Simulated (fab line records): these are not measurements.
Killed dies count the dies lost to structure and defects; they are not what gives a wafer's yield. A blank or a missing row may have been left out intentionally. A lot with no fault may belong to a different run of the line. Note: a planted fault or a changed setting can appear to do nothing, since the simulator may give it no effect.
Problem report in the 8D (eight disciplines) form, filled by code ; flow gf180mcu ; the parts of the form that need people (team, actions taken, sign-off) are left out

== 1. WHAT IS WRONG ==
Mean of strip_time_to_endpoint_s at GF_VT_IMPLANT_STRIP_42: 11.60 s across 3 wafers in 2 lots; on wafers with no fault it is 12.64 s (standard deviation 0.039). That puts it -27 standard deviations away from the usual mean.
The step: strips in O2/N2.
Seen first at day 11 14:40 on plasma_asher-01, wafer L669.2. At this step, 38 wafers from 13 lots have a number in the record. Rule for "out" (also "out of limits"): further than 4 standard deviations from the usual mean. Any other wafer with a number is counted as sound.

== 2. WHAT THIS IS AND IS NOT ==
question;is;is not
which readings at this step;strip_time_to_endpoint_s;drypump_motor_current_A, heater_power_w, oes_product_au
which lots;L669, L674;L654, L655, L656, L657, L658, L659, L660, L662, L663, L664, L676
which wafers of those lots;L669.2, L669.3, L674.2;L674.1, L674.5
read on which tools;plasma_asher-01, plasma_asher-04;plasma_asher-02
when;from day 11 14:40;"up to then (30 sound wafers); but 5 sound wafers of L674, L676 came after"

== 3. THE SUSPECTS, EACH WITH WHAT RULES IT OUT ==
Counting: if a tool at a process step up to the reading ran every lot that is out, it stays a suspect. Sound lots after the first of them don't rule it out here, since some wafers of a struck lot are sound.
- litho_track-04 at GF_VT_IMPLANT_COAT_35 (resist thk 1000 nm): kept. It processed each lot that is out (first: L669, day 11 05:13); up to then, its last sound lot is L664 (day 9 18:40).
Left after counting: litho_track-04 at GF_VT_IMPLANT_COAT_35.

== 4. THE CAUSE (what the simulator had put in) ==
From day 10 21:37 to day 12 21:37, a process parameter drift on litho_track-04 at GF_VT_IMPLANT_COAT_35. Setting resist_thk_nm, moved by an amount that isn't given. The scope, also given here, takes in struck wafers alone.
Only this tool survived the counting.

== 5. SEQUENCE OF EFFECTS, ordered by route ==
One row per reading whose mean, taken over the struck wafers that have a number, lies over 3 standard deviations from the usual. Only readings whose record carries a usual standard deviation are examined. hours: median over the lots of the time between each lot's start at the first step of this table that gives one and its start at this step. sigmas: the change, counted in usual standard deviations.
hours;step;reading;usual;on struck wafers;change;sigmas
0;GF_VT_IMPLANT_STRIP_42;strip_time_to_endpoint_s;12.64 s;11.60;-1.04;-27
Here are the process steps it includes:
- GF_VT_IMPLANT_STRIP_42: strips in O2/N2.
Later measuring or inspecting steps at which every struck wafer that the step has a row for has a number for every such reading, and none has moved that far: GF_DUAL_GATE_OVL_MEAS_11.

== 6. HOW IT WOULD HAVE BEEN CAUGHT EARLIER ==
First out-of-limits reading in this record: day 11 14:40, which is 17 hours after fault onset at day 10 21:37.
Of the tool readings at GF_VT_IMPLANT_COAT_35 for which the record gives a usual standard deviation, none was out on any struck wafer, so an alarm limit of 4 standard deviations on them would not have fired.
Lots out: 2; of these, L674 started GF_VT_IMPLANT_COAT_35 on litho_track-04 after day 11 14:40. Holding the tool at that time would have saved it.
